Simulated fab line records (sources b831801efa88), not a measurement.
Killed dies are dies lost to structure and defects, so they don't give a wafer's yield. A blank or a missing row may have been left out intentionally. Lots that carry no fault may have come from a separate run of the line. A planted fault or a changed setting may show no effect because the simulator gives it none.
fab line records / flow sky130
[record] lots = 13 wafers = 39 last_day = 50
route steps=708 shown NWELL@77 VT_ADJUST_LVTN@106 VT_ADJUST_PCH@150 SONOS_ONO@181 PAD_OPEN@708
lots that met no fault: from a run of the same line without faults
start_h: hours from the record's first day to the start of the lot's first wafer shown / wait_h: hours since the lot's step before / " the same as in the row above / L1.1+2: one row covering several wafers at once / - either no value or no given start / * or withheld: withheld / < > ~ a bound
route shown NAME@n: a module of which the file shows steps, and the number in the route of the first / usual: mean/standard deviation taken from wafers without a fault / same: alike in all rows / chamber/n: place in a boat / sites: each site's reading / _std_site: their standard deviation / _edge_site: outer sites' mean less inner sites' / radius_mm: for every site, how far away it sits from the centre of the wafer / mask NAME#n: copy n / behind: the last tool/chamber to shape the wafer / hold: why the lot went on hold/how many hours it stayed there/how the hold came to an end / device: transistor that didn't switch, given as n, p or np / end of line: tests of these same wafers at the route's end / a step with no rows: only its recipe / killed: dies lost to structure and defects at the first sort, not the wafer's yield / map: dies across one wafer; x = killed, . = not, _ = none there
set.NAME: the setting the step ran with; set.NAME@STEP: the setting that earlier step ran with / model.NAME: the simulator's own value behind a step, which no gauge read
steps of the route over a sample of lots; a table a step, a row a wafer
services: the hour from which a tool's chamber was out of use, counted from the record's first day as start_h (under 0 if before that day), plus the number of hours and why
[[steps]]
[step SKY_NWELL_IMPLANT_24]
[recipe] species = B energy_kev = 140 dose_cm2 = 9.2e+12 tilt_deg = withheld
[usual] beam_energy_keV = 139.99/0.043 end_station_pressure_torr = 4.99e-06/2.7e-07
lot.wafer=L388.3 tool=implanter-01 chamber=0 start_h=107.76 wait_h=0.1 beam_energy_keV=139.98 end_station_pressure_torr=5.01e-06
lot.wafer=L388.4 tool=implanter-01 chamber=0 start_h=107.76 wait_h=0.1 beam_energy_keV=140.00 end_station_pressure_torr=5.14e-06
lot.wafer=L388.5 tool=implanter-01 chamber=0 start_h=107.76 wait_h=0.1 beam_energy_keV=139.96 end_station_pressure_torr=5.25e-06
lot.wafer=L389.2 tool=implanter-01 chamber=0 start_h=115.47 wait_h=0.0 beam_energy_keV=139.99 end_station_pressure_torr=4.54e-06
lot.wafer=L389.3 tool=implanter-01 chamber=0 start_h=115.47 wait_h=0.0 beam_energy_keV=139.90 end_station_pressure_torr=5.04e-06
lot.wafer=L389.4 tool=implanter-01 chamber=0 start_h=115.47 wait_h=0.0 beam_energy_keV=139.95 end_station_pressure_torr=5.2e-06
lot.wafer=L390.2 tool=implanter-04 chamber=0 start_h=119.82 wait_h=0.0 beam_energy_keV=140.00 end_station_pressure_torr=5.61e-06
lot.wafer=L390.5 tool=implanter-04 chamber=0 start_h=119.82 wait_h=0.0 beam_energy_keV=139.97 end_station_pressure_torr=4.69e-06
lot.wafer=L390.6 tool=implanter-04 chamber=0 start_h=119.82 wait_h=0.0 beam_energy_keV=139.99 end_station_pressure_torr=5.35e-06
lot.wafer=L394.4 tool=implanter-04 chamber=0 start_h=151.68 wait_h=0.1 beam_energy_keV=140.00 end_station_pressure_torr=5.24e-06
lot.wafer=L394.5 tool=implanter-04 chamber=0 start_h=151.68 wait_h=0.1 beam_energy_keV=140.03 end_station_pressure_torr=4.56e-06
lot.wafer=L394.6 tool=implanter-04 chamber=0 start_h=151.68 wait_h=0.1 beam_energy_keV=140.05 end_station_pressure_torr=5.02e-06
lot.wafer=L396.2 tool=implanter-03 chamber=0 start_h=156.17 wait_h=0.0 beam_energy_keV=140.02 end_station_pressure_torr=5.25e-06
lot.wafer=L396.4 tool=implanter-03 chamber=0 start_h=156.17 wait_h=0.0 beam_energy_keV=140.01 end_station_pressure_torr=4.68e-06
lot.wafer=L396.5 tool=implanter-03 chamber=0 start_h=156.17 wait_h=0.0 beam_energy_keV=140.05 end_station_pressure_torr=5.21e-06
lot.wafer=L397.1 tool=implanter-01 chamber=0 start_h=159.10 wait_h=0.0 beam_energy_keV=124.97 end_station_pressure_torr=4.51e-06
lot.wafer=L397.5 tool=implanter-01 chamber=0 start_h=159.10 wait_h=0.0 beam_energy_keV=124.94 end_station_pressure_torr=5.13e-06
lot.wafer=L397.6 tool=implanter-01 chamber=0 start_h=159.10 wait_h=0.0 beam_energy_keV=124.94 end_station_pressure_torr=4.84e-06
lot.wafer=L398.2 tool=implanter-01 chamber=0 start_h=167.18 wait_h=0.0 beam_energy_keV=124.91 end_station_pressure_torr=4.82e-06
lot.wafer=L398.3 tool=implanter-01 chamber=0 start_h=167.18 wait_h=0.0 beam_energy_keV=124.87 end_station_pressure_torr=4.99e-06
lot.wafer=L398.6 tool=implanter-01 chamber=0 start_h=167.18 wait_h=0.0 beam_energy_keV=124.98 end_station_pressure_torr=4.73e-06
lot.wafer=L400.1 tool=implanter-03 chamber=0 start_h=193.24 wait_h=0.0 beam_energy_keV=140.04 end_station_pressure_torr=4.71e-06
lot.wafer=L400.3 tool=implanter-03 chamber=0 start_h=193.24 wait_h=0.0 beam_energy_keV=140.03 end_station_pressure_torr=5.32e-06
lot.wafer=L400.5 tool=implanter-03 chamber=0 start_h=193.24 wait_h=0.0 beam_energy_keV=140.02 end_station_pressure_torr=5.21e-06
lot.wafer=L404.1 tool=implanter-04 chamber=0 start_h=207.85 wait_h=0.0 beam_energy_keV=140.05 end_station_pressure_torr=5e-06
lot.wafer=L404.2 tool=implanter-04 chamber=0 start_h=207.85 wait_h=0.0 beam_energy_keV=139.99 end_station_pressure_torr=5.06e-06
lot.wafer=L404.6 tool=implanter-04 chamber=0 start_h=207.85 wait_h=0.0 beam_energy_keV=139.97 end_station_pressure_torr=4.78e-06
lot.wafer=L406.2 tool=implanter-03 chamber=0 start_h=216.13 wait_h=0.0 beam_energy_keV=139.91 end_station_pressure_torr=4.54e-06
lot.wafer=L406.3 tool=implanter-03 chamber=0 start_h=216.13 wait_h=0.0 beam_energy_keV=139.86 end_station_pressure_torr=4.93e-06
lot.wafer=L406.4 tool=implanter-03 chamber=0 start_h=216.13 wait_h=0.0 beam_energy_keV=139.93 end_station_pressure_torr=4.54e-06
lot.wafer=L407.3 tool=implanter-04 chamber=0 start_h=225.46 wait_h=0.1 beam_energy_keV=139.95 end_station_pressure_torr=4.62e-06
lot.wafer=L407.4 tool=implanter-04 chamber=0 start_h=225.46 wait_h=0.1 beam_energy_keV=139.93 end_station_pressure_torr=4.96e-06
lot.wafer=L407.5 tool=implanter-04 chamber=0 start_h=225.46 wait_h=0.1 beam_energy_keV=140.00 end_station_pressure_torr=4.79e-06
lot.wafer=L409.1 tool=implanter-03 chamber=0 start_h=240.46 wait_h=0.0 beam_energy_keV=139.96 end_station_pressure_torr=4.57e-06
lot.wafer=L409.4 tool=implanter-03 chamber=0 start_h=240.46 wait_h=0.0 beam_energy_keV=139.99 end_station_pressure_torr=4.84e-06
lot.wafer=L409.6 tool=implanter-03 chamber=0 start_h=240.46 wait_h=0.0 beam_energy_keV=139.99 end_station_pressure_torr=5.4e-06
lot.wafer=L410.1 tool=implanter-04 chamber=0 start_h=243.44 wait_h=0.0 beam_energy_keV=140.01 end_station_pressure_torr=4.89e-06
lot.wafer=L410.2 tool=implanter-04 chamber=0 start_h=243.44 wait_h=0.0 beam_energy_keV=140.01 end_station_pressure_torr=4.39e-06
lot.wafer=L410.4 tool=implanter-04 chamber=0 start_h=243.44 wait_h=0.0 beam_energy_keV=140.04 end_station_pressure_torr=5.29e-06
[step SKY_VT_ADJUST_LVTN_STRIP_09]
[recipe] chemistry = O2/N2 power_w = 1400 pressure_mtorr = 1500 platen_temp_c = withheld o2_flow_sccm = 3000 n2_flow_sccm = 300 overash_fraction = 0.5
[usual] drypump_motor_current_A = 5.6/0.44 oes_product_au = 0.722/0.0041 strip_time_to_endpoint_s = 36.93/0.11
[same] overash_fraction = 0.5
lot.wafer=L388.3 tool=plasma_asher-02 chamber=0 start_h=145.08 wait_h=0.1 drypump_motor_current_A=5.7 oes_product_au=0.725 rf_hours_counter_h=- strip_time_to_endpoint_s=37.07
lot.wafer=L388.4 tool=plasma_asher-02 chamber=1 start_h=145.08 wait_h=0.1 drypump_motor_current_A=5.7 oes_product_au=0.720 rf_hours_counter_h=- strip_time_to_endpoint_s=36.88
lot.wafer=L388.5 tool=plasma_asher-02 chamber=0 start_h=145.08 wait_h=0.1 drypump_motor_current_A=5.7 oes_product_au=0.725 rf_hours_counter_h=- strip_time_to_endpoint_s=37.11
lot.wafer=L389.2 tool=plasma_asher-02 chamber=1 start_h=152.90 wait_h=0.1 drypump_motor_current_A=5.6 oes_product_au=0.720 rf_hours_counter_h=49 strip_time_to_endpoint_s=36.98
lot.wafer=L389.3 tool=plasma_asher-02 chamber=1 start_h=152.90 wait_h=0.1 drypump_motor_current_A=5.7 oes_product_au=0.722 rf_hours_counter_h=- strip_time_to_endpoint_s=36.94
lot.wafer=L389.4 tool=plasma_asher-02 chamber=0 start_h=152.90 wait_h=0.1 drypump_motor_current_A=5.7 oes_product_au=0.728 rf_hours_counter_h=- strip_time_to_endpoint_s=36.89
lot.wafer=L390.2 tool=plasma_asher-02 chamber=1 start_h=157.85 wait_h=0.1 drypump_motor_current_A=5.7 oes_product_au=0.721 rf_hours_counter_h=49 strip_time_to_endpoint_s=37.04
lot.wafer=L390.5 tool=plasma_asher-02 chamber=1 start_h=157.85 wait_h=0.1 drypump_motor_current_A=5.6 oes_product_au=0.724 rf_hours_counter_h=- strip_time_to_endpoint_s=37.02
lot.wafer=L390.6 tool=plasma_asher-02 chamber=0 start_h=157.85 wait_h=0.1 drypump_motor_current_A=5.7 oes_product_au=0.722 rf_hours_counter_h=- strip_time_to_endpoint_s=36.97
lot.wafer=L394.4 tool=plasma_asher-02 chamber=0 start_h=193.08 wait_h=0.1 drypump_motor_current_A=5.7 oes_product_au=0.722 rf_hours_counter_h=- strip_time_to_endpoint_s=36.75
lot.wafer=L394.5 tool=plasma_asher-02 chamber=1 start_h=193.08 wait_h=0.1 drypump_motor_current_A=5.6 oes_product_au=0.731 rf_hours_counter_h=- strip_time_to_endpoint_s=36.76
lot.wafer=L394.6 tool=plasma_asher-02 chamber=0 start_h=193.08 wait_h=0.1 drypump_motor_current_A=5.7 oes_product_au=0.717 rf_hours_counter_h=- strip_time_to_endpoint_s=36.78
lot.wafer=L396.2 tool=plasma_asher-02 chamber=0 start_h=199.05 wait_h=0.1 drypump_motor_current_A=5.7 oes_product_au=0.722 rf_hours_counter_h=53 strip_time_to_endpoint_s=36.81
lot.wafer=L396.4 tool=plasma_asher-02 chamber=1 start_h=199.05 wait_h=0.1 drypump_motor_current_A=5.7 oes_product_au=0.722 rf_hours_counter_h=- strip_time_to_endpoint_s=36.80
lot.wafer=L396.5 tool=plasma_asher-02 chamber=1 start_h=199.05 wait_h=0.1 drypump_motor_current_A=5.6 oes_product_au=0.722 rf_hours_counter_h=- strip_time_to_endpoint_s=36.87
lot.wafer=L397.1 tool=plasma_asher-02 chamber=0 start_h=201.50 wait_h=0.1 drypump_motor_current_A=5.7 oes_product_au=0.720 rf_hours_counter_h=54 strip_time_to_endpoint_s=36.90
lot.wafer=L397.5 tool=plasma_asher-02 chamber=1 start_h=201.50 wait_h=0.1 drypump_motor_current_A=5.7 oes_product_au=0.718 rf_hours_counter_h=- strip_time_to_endpoint_s=36.82
lot.wafer=L397.6 tool=plasma_asher-02 chamber=0 start_h=201.50 wait_h=0.1 drypump_motor_current_A=5.7 oes_product_au=0.716 rf_hours_counter_h=- strip_time_to_endpoint_s=36.96
lot.wafer=L398.2 tool=plasma_asher-03 chamber=0 start_h=210.75 wait_h=0.1 drypump_motor_current_A=4.9 oes_product_au=0.721 rf_hours_counter_h=53 strip_time_to_endpoint_s=36.84
lot.wafer=L398.3 tool=plasma_asher-03 chamber=1 start_h=210.75 wait_h=0.1 drypump_motor_current_A=6.0 oes_product_au=0.723 rf_hours_counter_h=- strip_time_to_endpoint_s=36.69
lot.wafer=L398.6 tool=plasma_asher-03 chamber=1 start_h=210.75 wait_h=0.1 drypump_motor_current_A=6.0 oes_product_au=0.727 rf_hours_counter_h=- strip_time_to_endpoint_s=36.80
lot.wafer=L400.1 tool=plasma_asher-02 chamber=0 start_h=238.45 wait_h=0.1 drypump_motor_current_A=5.7 oes_product_au=0.725 rf_hours_counter_h=57 strip_time_to_endpoint_s=37.02
lot.wafer=L400.3 tool=plasma_asher-02 chamber=1 start_h=238.45 wait_h=0.1 drypump_motor_current_A=5.7 oes_product_au=0.722 rf_hours_counter_h=- strip_time_to_endpoint_s=37.02
lot.wafer=L400.5 tool=plasma_asher-02 chamber=1 start_h=238.45 wait_h=0.1 drypump_motor_current_A=5.7 oes_product_au=0.720 rf_hours_counter_h=- strip_time_to_endpoint_s=37.07
lot.wafer=L404.1 tool=plasma_asher-02 chamber=1 start_h=255.59 wait_h=0.1 drypump_motor_current_A=5.7 oes_product_au=0.721 rf_hours_counter_h=59 strip_time_to_endpoint_s=36.81
lot.wafer=L404.2 tool=plasma_asher-02 chamber=0 start_h=255.59 wait_h=0.1 drypump_motor_current_A=5.7 oes_product_au=0.719 rf_hours_counter_h=59 strip_time_to_endpoint_s=36.83
lot.wafer=L404.6 tool=plasma_asher-02 chamber=1 start_h=255.59 wait_h=0.1 drypump_motor_current_A=5.7 oes_product_au=0.720 rf_hours_counter_h=- strip_time_to_endpoint_s=36.86
lot.wafer=L406.2 tool=plasma_asher-03 chamber=0 start_h=263.95 wait_h=0.1 drypump_motor_current_A=4.9 oes_product_au=0.721 rf_hours_counter_h=58 strip_time_to_endpoint_s=36.81
lot.wafer=L406.3 tool=plasma_asher-03 chamber=0 start_h=263.95 wait_h=0.1 drypump_motor_current_A=4.9 oes_product_au=0.718 rf_hours_counter_h=- strip_time_to_endpoint_s=36.71
lot.wafer=L406.4 tool=plasma_asher-03 chamber=1 start_h=263.95 wait_h=0.1 drypump_motor_current_A=6.0 oes_product_au=0.730 rf_hours_counter_h=- strip_time_to_endpoint_s=36.80
lot.wafer=L407.3 tool=plasma_asher-03 chamber=1 start_h=273.83 wait_h=0.1 drypump_motor_current_A=6.0 oes_product_au=0.722 rf_hours_counter_h=- strip_time_to_endpoint_s=36.85
lot.wafer=L407.4 tool=plasma_asher-03 chamber=0 start_h=273.83 wait_h=0.1 drypump_motor_current_A=4.9 oes_product_au=0.721 rf_hours_counter_h=- strip_time_to_endpoint_s=36.94
lot.wafer=L407.5 tool=plasma_asher-03 chamber=1 start_h=273.83 wait_h=0.1 drypump_motor_current_A=6.0 oes_product_au=0.722 rf_hours_counter_h=- strip_time_to_endpoint_s=36.75
lot.wafer=L409.1 tool=plasma_asher-02 chamber=1 start_h=290.05 wait_h=0.1 drypump_motor_current_A=5.6 oes_product_au=0.725 rf_hours_counter_h=63 strip_time_to_endpoint_s=37.01
lot.wafer=L409.4 tool=plasma_asher-02 chamber=0 start_h=290.05 wait_h=0.1 drypump_motor_current_A=5.7 oes_product_au=0.730 rf_hours_counter_h=- strip_time_to_endpoint_s=37.09
lot.wafer=L409.6 tool=plasma_asher-02 chamber=0 start_h=290.05 wait_h=0.1 drypump_motor_current_A=5.7 oes_product_au=0.713 rf_hours_counter_h=- strip_time_to_endpoint_s=37.17
lot.wafer=L410.1 tool=plasma_asher-02 chamber=1 start_h=293.90 wait_h=0.1 drypump_motor_current_A=5.7 oes_product_au=0.724 rf_hours_counter_h=63 strip_time_to_endpoint_s=37.13
lot.wafer=L410.2 tool=plasma_asher-02 chamber=0 start_h=293.90 wait_h=0.1 drypump_motor_current_A=5.7 oes_product_au=0.722 rf_hours_counter_h=63 strip_time_to_endpoint_s=37.10
lot.wafer=L410.4 tool=plasma_asher-02 chamber=0 start_h=293.90 wait_h=0.1 drypump_motor_current_A=5.7 oes_product_au=0.719 rf_hours_counter_h=- strip_time_to_endpoint_s=37.07
[step SKY_VT_ADJUST_PCH_OVL_MEAS_07]
[usual] VT_ADJUST_PCH_OVL = -0.3/1.4
lot.wafer=L388.3 tool=overlay-01 chamber=- start_h=229.63 wait_h=- VT_ADJUST_PCH_OVL[nm]=1.8
lot.wafer=L388.4 tool=overlay-01 chamber=- start_h=229.63 wait_h=- VT_ADJUST_PCH_OVL[nm]=1.2
lot.wafer=L388.5 tool=overlay-01 chamber=- start_h=229.63 wait_h=- VT_ADJUST_PCH_OVL[nm]=-0.3
lot.wafer=L389.2 tool=overlay-02 chamber=- start_h=237.57 wait_h=- VT_ADJUST_PCH_OVL[nm]=0.6
lot.wafer=L389.3 tool=overlay-02 chamber=- start_h=237.57 wait_h=- VT_ADJUST_PCH_OVL[nm]=0.3
lot.wafer=L389.4 tool=overlay-02 chamber=- start_h=237.57 wait_h=- VT_ADJUST_PCH_OVL[nm]=0.2
lot.wafer=L390.2 tool=overlay-02 chamber=- start_h=244.42 wait_h=- VT_ADJUST_PCH_OVL[nm]=-0.8
lot.wafer=L390.5 tool=overlay-02 chamber=- start_h=244.42 wait_h=- VT_ADJUST_PCH_OVL[nm]=-1.0
lot.wafer=L390.6 tool=overlay-02 chamber=- start_h=244.42 wait_h=- VT_ADJUST_PCH_OVL[nm]=-2.1
lot.wafer=L394.4 tool=overlay-02 chamber=- start_h=285.48 wait_h=- VT_ADJUST_PCH_OVL[nm]=0.2
lot.wafer=L394.5 tool=overlay-02 chamber=- start_h=285.48 wait_h=- VT_ADJUST_PCH_OVL[nm]=-0.9
lot.wafer=L394.6 tool=overlay-02 chamber=- start_h=285.48 wait_h=- VT_ADJUST_PCH_OVL[nm]=0.4
lot.wafer=L396.2 tool=overlay-02 chamber=- start_h=294.72 wait_h=- VT_ADJUST_PCH_OVL[nm]=-0.5
lot.wafer=L396.4 tool=overlay-02 chamber=- start_h=294.72 wait_h=- VT_ADJUST_PCH_OVL[nm]=0.0
lot.wafer=L396.5 tool=overlay-02 chamber=- start_h=294.72 wait_h=- VT_ADJUST_PCH_OVL[nm]=0.2
lot.wafer=L397.1 tool=overlay-01 chamber=- start_h=296.62 wait_h=- VT_ADJUST_PCH_OVL[nm]=1.3
lot.wafer=L397.5 tool=overlay-01 chamber=- start_h=296.62 wait_h=- VT_ADJUST_PCH_OVL[nm]=2.5
lot.wafer=L397.6 tool=overlay-01 chamber=- start_h=296.62 wait_h=- VT_ADJUST_PCH_OVL[nm]=0.8
lot.wafer=L398.2 tool=overlay-01 chamber=- start_h=305.92 wait_h=- VT_ADJUST_PCH_OVL[nm]=-0.3
lot.wafer=L398.3 tool=overlay-01 chamber=- start_h=305.92 wait_h=- VT_ADJUST_PCH_OVL[nm]=0.3
lot.wafer=L398.6 tool=overlay-01 chamber=- start_h=305.92 wait_h=- VT_ADJUST_PCH_OVL[nm]=-1.8
lot.wafer=L400.1 tool=overlay-02 chamber=- start_h=338.76 wait_h=- VT_ADJUST_PCH_OVL[nm]=-1.2
lot.wafer=L400.3 tool=overlay-02 chamber=- start_h=338.76 wait_h=- VT_ADJUST_PCH_OVL[nm]=-1.2
lot.wafer=L400.5 tool=overlay-02 chamber=- start_h=338.76 wait_h=- VT_ADJUST_PCH_OVL[nm]=-2.2
lot.wafer=L404.1 tool=overlay-02 chamber=- start_h=358.12 wait_h=- VT_ADJUST_PCH_OVL[nm]=-2.0
lot.wafer=L404.2 tool=overlay-02 chamber=- start_h=358.12 wait_h=- VT_ADJUST_PCH_OVL[nm]=-1.1
lot.wafer=L404.6 tool=overlay-02 chamber=- start_h=358.12 wait_h=- VT_ADJUST_PCH_OVL[nm]=-0.6
lot.wafer=L406.2 tool=overlay-02 chamber=- start_h=368.83 wait_h=- VT_ADJUST_PCH_OVL[nm]=-0.4
lot.wafer=L406.3 tool=overlay-02 chamber=- start_h=368.83 wait_h=- VT_ADJUST_PCH_OVL[nm]=-0.5
lot.wafer=L406.4 tool=overlay-02 chamber=- start_h=368.83 wait_h=- VT_ADJUST_PCH_OVL[nm]=-0.1
lot.wafer=L407.3 tool=overlay-02 chamber=- start_h=380.88 wait_h=- VT_ADJUST_PCH_OVL[nm]=0.2
lot.wafer=L407.4 tool=overlay-02 chamber=- start_h=380.88 wait_h=- VT_ADJUST_PCH_OVL[nm]=0.2
lot.wafer=L407.5 tool=overlay-02 chamber=- start_h=380.88 wait_h=- VT_ADJUST_PCH_OVL[nm]=0.5
lot.wafer=L409.1 tool=overlay-02 chamber=- start_h=398.92 wait_h=- VT_ADJUST_PCH_OVL[nm]=-2.5
lot.wafer=L409.4 tool=overlay-02 chamber=- start_h=398.92 wait_h=- VT_ADJUST_PCH_OVL[nm]=-1.7
lot.wafer=L409.6 tool=overlay-02 chamber=- start_h=398.92 wait_h=- VT_ADJUST_PCH_OVL[nm]=-0.4
lot.wafer=L410.1 tool=overlay-01 chamber=- start_h=403.07 wait_h=- VT_ADJUST_PCH_OVL[nm]=3.2
lot.wafer=L410.2 tool=overlay-01 chamber=- start_h=403.07 wait_h=- VT_ADJUST_PCH_OVL[nm]=0.7
lot.wafer=L410.4 tool=overlay-01 chamber=- start_h=403.07 wait_h=- VT_ADJUST_PCH_OVL[nm]=2.4
[step SKY_SONOS_ONO_CD_MEAS_13]
[recipe] target_cd_nm = 410
[usual] cd_nm = 410.4/1.7
lot.wafer=L388.3 tool=cd_sem-02 chamber=- start_h=283.50 wait_h=0.1 cd_nm=412.5
lot.wafer=L388.4 tool=cd_sem-02 chamber=- start_h=283.50 wait_h=0.1 cd_nm=413.2
lot.wafer=L388.5 tool=cd_sem-02 chamber=- start_h=283.50 wait_h=0.1 cd_nm=412.6
lot.wafer=L389.2 tool=cd_sem-02 chamber=- start_h=290.84 wait_h=0.1 cd_nm=413.8
lot.wafer=L389.3 tool=cd_sem-02 chamber=- start_h=290.84 wait_h=0.1 cd_nm=416.0
lot.wafer=L389.4 tool=cd_sem-02 chamber=- start_h=290.84 wait_h=0.1 cd_nm=413.6
lot.wafer=L390.2 tool=cd_sem-02 chamber=- start_h=299.04 wait_h=0.1 cd_nm=410.6
lot.wafer=L390.5 tool=cd_sem-02 chamber=- start_h=299.04 wait_h=0.1 cd_nm=409.8
lot.wafer=L390.6 tool=cd_sem-02 chamber=- start_h=299.04 wait_h=0.1 cd_nm=410.5
lot.wafer=L394.4 tool=cd_sem-01 chamber=- start_h=344.73 wait_h=0.1 cd_nm=411.2
lot.wafer=L394.5 tool=cd_sem-01 chamber=- start_h=344.73 wait_h=0.1 cd_nm=407.8
lot.wafer=L394.6 tool=cd_sem-01 chamber=- start_h=344.73 wait_h=0.1 cd_nm=409.8
lot.wafer=L396.2 tool=cd_sem-02 chamber=- start_h=352.89 wait_h=0.1 cd_nm=409.5
lot.wafer=L396.4 tool=cd_sem-02 chamber=- start_h=352.89 wait_h=0.1 cd_nm=407.7
lot.wafer=L396.5 tool=cd_sem-02 chamber=- start_h=352.89 wait_h=0.1 cd_nm=409.2
lot.wafer=L397.1 tool=cd_sem-02 chamber=- start_h=355.32 wait_h=0.1 cd_nm=411.8
lot.wafer=L397.5 tool=cd_sem-02 chamber=- start_h=355.32 wait_h=0.1 cd_nm=411.9
lot.wafer=L397.6 tool=cd_sem-02 chamber=- start_h=355.32 wait_h=0.1 cd_nm=409.5
lot.wafer=L398.2 tool=cd_sem-02 chamber=- start_h=365.98 wait_h=0.1 cd_nm=411.9
lot.wafer=L398.3 tool=cd_sem-02 chamber=- start_h=365.98 wait_h=0.1 cd_nm=411.1
lot.wafer=L398.6 tool=cd_sem-02 chamber=- start_h=365.98 wait_h=0.1 cd_nm=411.7
lot.wafer=L400.1 tool=cd_sem-02 chamber=- start_h=400.56 wait_h=0.1 cd_nm=409.3
lot.wafer=L400.3 tool=cd_sem-02 chamber=- start_h=400.56 wait_h=0.1 cd_nm=408.4
lot.wafer=L400.5 tool=cd_sem-02 chamber=- start_h=400.56 wait_h=0.1 cd_nm=409.3
lot.wafer=L404.1 tool=cd_sem-02 chamber=- start_h=423.27 wait_h=0.1 cd_nm=411.8
lot.wafer=L404.2 tool=cd_sem-02 chamber=- start_h=423.27 wait_h=0.1 cd_nm=411.2
lot.wafer=L404.6 tool=cd_sem-02 chamber=- start_h=423.27 wait_h=0.1 cd_nm=412.0
lot.wafer=L406.2 tool=cd_sem-02 chamber=- start_h=434.13 wait_h=0.1 cd_nm=408.5
lot.wafer=L406.3 tool=cd_sem-02 chamber=- start_h=434.13 wait_h=0.1 cd_nm=410.0
lot.wafer=L406.4 tool=cd_sem-02 chamber=- start_h=434.13 wait_h=0.1 cd_nm=409.5
lot.wafer=L407.3 tool=cd_sem-02 chamber=- start_h=446.85 wait_h=0.1 cd_nm=406.2
lot.wafer=L407.4 tool=cd_sem-02 chamber=- start_h=446.85 wait_h=0.1 cd_nm=407.9
lot.wafer=L407.5 tool=cd_sem-02 chamber=- start_h=446.85 wait_h=0.1 cd_nm=408.4
lot.wafer=L409.1 tool=cd_sem-02 chamber=- start_h=468.37 wait_h=0.1 cd_nm=407.3
lot.wafer=L409.4 tool=cd_sem-02 chamber=- start_h=468.37 wait_h=0.1 cd_nm=409.4
lot.wafer=L409.6 tool=cd_sem-02 chamber=- start_h=468.37 wait_h=0.1 cd_nm=407.5
lot.wafer=L410.1 tool=cd_sem-01 chamber=- start_h=471.22 wait_h=0.1 cd_nm=410.2
lot.wafer=L410.2 tool=cd_sem-01 chamber=- start_h=471.22 wait_h=0.1 cd_nm=410.9
lot.wafer=L410.4 tool=cd_sem-01 chamber=- start_h=471.22 wait_h=0.1 cd_nm=409.8
[step SKY_PAD_OPEN_PROBE_99]
[usual] killed_at_M0_to_M3 = 43/6.7 killed_at_M4_up = 3.2/1.9 killed_at_contacts = 24/5.9 killed_at_front_end = 15/4.1 killed_at_other = 0.3/0.56 killed_dies = 86/9.5 killed_open = 47/7.4 killed_short = 39/5.5
[same] gross_dies = 492 killed_at_back_side = 0
lot.wafer=L396.2 tool=prober-01 chamber=- start_h=1131.68 wait_h=0.1 killed_at_M0_to_M3=56 killed_at_M4_up=4 killed_at_contacts=26 killed_at_front_end=10 killed_at_other=0 killed_dies=96 killed_open=50 killed_short=46
lot.wafer=L396.4 tool=prober-01 chamber=- start_h=1131.78 wait_h=0.2 killed_at_M0_to_M3=47 killed_at_M4_up=4 killed_at_contacts=21 killed_at_front_end=17 killed_at_other=0 killed_dies=89 killed_open=52 killed_short=37
lot.wafer=L396.5 tool=prober-01 chamber=- start_h=1131.83 wait_h=0.2 killed_at_M0_to_M3=57 killed_at_M4_up=10 killed_at_contacts=28 killed_at_front_end=12 killed_at_other=1 killed_dies=108 killed_open=52 killed_short=56
// killed by level:class
L396.2 VIA1:geometric_particle:open=10 CONTACT:geometric_particle:open=8 LI_CONTACT:geometric_particle:short=7 VIA3:geometric_particle:open=7 VIA2:geometric_particle:open=7 METAL2:geometric_particle:short=6 LI_CONTACT:geometric_particle:open=6 METAL3:geometric_particle:short=6
L396.4 VIA1:geometric_particle:open=12 VIA3:geometric_particle:open=10 VIA2:geometric_particle:open=8 CONTACT:geometric_particle:open=8 METAL2:geometric_particle:short=6 POLY_GATE:geometric_particle:short=5 LI_CONTACT:geometric_particle:open=5 CONTACT:geometric_particle:short=4
L396.5 CONTACT:geometric_particle:open=12 VIA1:geometric_particle:open=12 METAL1:geometric_particle:short=11 METAL2:geometric_particle:short=11 METAL4:geometric_particle:short=8 CONTACT:geometric_particle:short=6 LI_CONTACT:geometric_particle:open=5 VIA1:geometric_particle:short=5
[[services]]
tool=implanter-03 chamber=- start_h=104.63 hours=2.1 kind=repair
tool=plasma_asher-03 chamber=- start_h=105.39 hours=0.7 kind=repair
tool=plasma_asher-03 chamber=- start_h=111.68 hours=6.3 kind=repair
tool=plasma_asher-03 chamber=- start_h=118.01 hours=2.8 kind=pm
tool=plasma_asher-03 chamber=- start_h=139.97 hours=1.3 kind=repair
tool=implanter-03 chamber=- start_h=162.82 hours=2.0 kind=repair
tool=implanter-01 chamber=- start_h=224.38 hours=3.3 kind=pm
tool=implanter-03 chamber=- start_h=228.01 hours=4.3 kind=repair
tool=implanter-03 chamber=- start_h=260.37 hours=1.6 kind=repair
tool=implanter-03 chamber=- start_h=262.68 hours=1.8 kind=repair
tool=plasma_asher-03 chamber=- start_h=280.30 hours=14.6 kind=pm
[[key]]
[first_sign] step = SKY_NWELL_IMPLANT_24 reading = beam_energy_keV direction = down sigmas = 99+ usual = * struck = *
effect none on later readings
met_at SKY_NWELL_IMPLANT_24
struck_lots L397,L398
tester_left_out L397,L398
not_acting_at SKY_VT_ADJUST_LVTN_STRIP_09,SKY_VT_ADJUST_PCH_OVL_MEAS_07,SKY_SONOS_ONO_CD_MEAS_13
onset_between 115.47 159.10
[fault] kind = process_parameter_drift tool = implanter-01 chamber = - onset_h = 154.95 steps = SKY_NWELL_IMPLANT_24 channel = energy_kev offset = * shape = step end_h = 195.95 acts_in = * stated = *
// tester_left_out: of these lots the tester's yield and bins aren't shown, on N5 and GAA mostly nor the transistor test; their killed dies are dies lost to structure and defects alone, not to doping, threshold or leakage, so they don't give the yield
